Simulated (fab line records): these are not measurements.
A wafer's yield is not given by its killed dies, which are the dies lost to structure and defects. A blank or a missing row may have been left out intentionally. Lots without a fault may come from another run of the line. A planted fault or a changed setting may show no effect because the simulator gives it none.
What tool caused it? -- flow gf180mcu -- 13 lots with 39 wafers sampled at 2 steps, on a route of 602 steps

## WHAT THE GAUGES SHOWED, per wafer
GF_V4_THK_MEAS_25: measures by xrf. Usual: V4_W_THK gives 362 nm (standard deviation 5.7).
lot,measured,on,V4_W_THK (nm),flag
L444,day 24 09:59,film metro-01,359 360 361,
L445,day 24 12:30,film metro-04,369 363 361,
L449,day 25 21:23,film metro-04,364 373 369,
L450,day 26 08:10,film metro-03,362 358 359,
L451,day 26 22:00,film metro-04,369 373 362,
L453,day 27 09:29,film metro-03,359 354 360,
L455,day 28 09:02,film metro-01,365 368 362,
L456,day 28 14:49,film metro-03,350 360 351,
L461,day 29 22:26,film metro-01,359 354 349,
L462,day 29 23:23,film metro-04,365 361 367,
L465,day 31 04:04,film metro-01,357 358 362,
L466,day 31 04:46,film metro-01,352 355 348,
L467,day 31 13:34,film metro-04,368 374 364,

## WHAT TOOL EACH LOT RAN ON (gives the tool, then ch and the chambers of the sampled wafers, and finally the start)
lot,GF_V4_CVD_02
L444,"pecvd-02 ch 0,1, day 23 09:31"
L445,"pecvd-01 ch 1,2, day 23 12:23"
L449,"pecvd-02 ch 0,1, day 24 23:07"
L450,"pecvd-02 ch 0,1,2, day 25 09:43"
L451,"pecvd-01 ch 0,1,2, day 25 23:32"
L453,"pecvd-01 ch 0,1,2, day 26 11:21"
L455,"pecvd-02 ch 0,2, day 27 11:59"
L456,"pecvd-02 ch 0,1, day 27 16:59"
L461,"pecvd-01 ch 0,1, day 29 02:01"
L462,"pecvd-04 ch 1,2, day 29 03:02"
L465,"pecvd-04 ch 0,2, day 30 08:43"
L466,"pecvd-02 ch 0,1, day 30 09:08"
L467,"pecvd-02 ch 1,2, day 30 17:28"
- GF_V4_CVD_02: deposits SiO2 from TEOS, target thk 850 nm, time 94.851 s.

## WHAT THE TOOLS THEMSELVES READ (means of the sampled wafers that have a number; where no wafer has one, the mark that the record gives instead)
GF_V4_CVD_02. Usual: heater power w 651 W, standard deviation 85; rf fwd power W 595.9 W, standard deviation 2.2.
lot,tool,heater power w (W),rf fwd power W (W),flag
L444,pecvd-02,693,596.6,
L445,pecvd-01,561,594.5,
L449,pecvd-02,652,597.0,
L450,pecvd-02,648,595.3,
L451,pecvd-01,619,595.3,
L453,pecvd-01,617,596.0,
L455,pecvd-02,631,691.1,OFF
L456,pecvd-02,679,691.2,OFF
L461,pecvd-01,626,595.1,
L462,pecvd-04,578,597.3,
L465,pecvd-04,691,597.5,
L466,pecvd-02,710,594.0,
L467,pecvd-02,685,595.4,

## THE ANSWER, worked out from the rows above alone
Rule: a lot is off if the mean of its wafers that have a number lies more than 3 standard deviations from the usual mean. Also off: a lot with no number at a reading for which 4 or more lots have one. All remaining lots with rows at the step are treated as sound. The gauges are gone through in route order, then the tools' own readings, and for those a lot's mean is taken as printed above. The first step at which some lot is off is used, and at that step the reading that is off furthest; a lot without a number counts as furthest.
Off, at GF_V4_CVD_02 on rf fwd power W: L455, L456.
If a tool, at that step or one of the process steps before it, ran each lot that is off and ran no sound lot following the first of them, it fits. None of those tried fits.

## WHAT THE SIMULATOR HAD INSERTED
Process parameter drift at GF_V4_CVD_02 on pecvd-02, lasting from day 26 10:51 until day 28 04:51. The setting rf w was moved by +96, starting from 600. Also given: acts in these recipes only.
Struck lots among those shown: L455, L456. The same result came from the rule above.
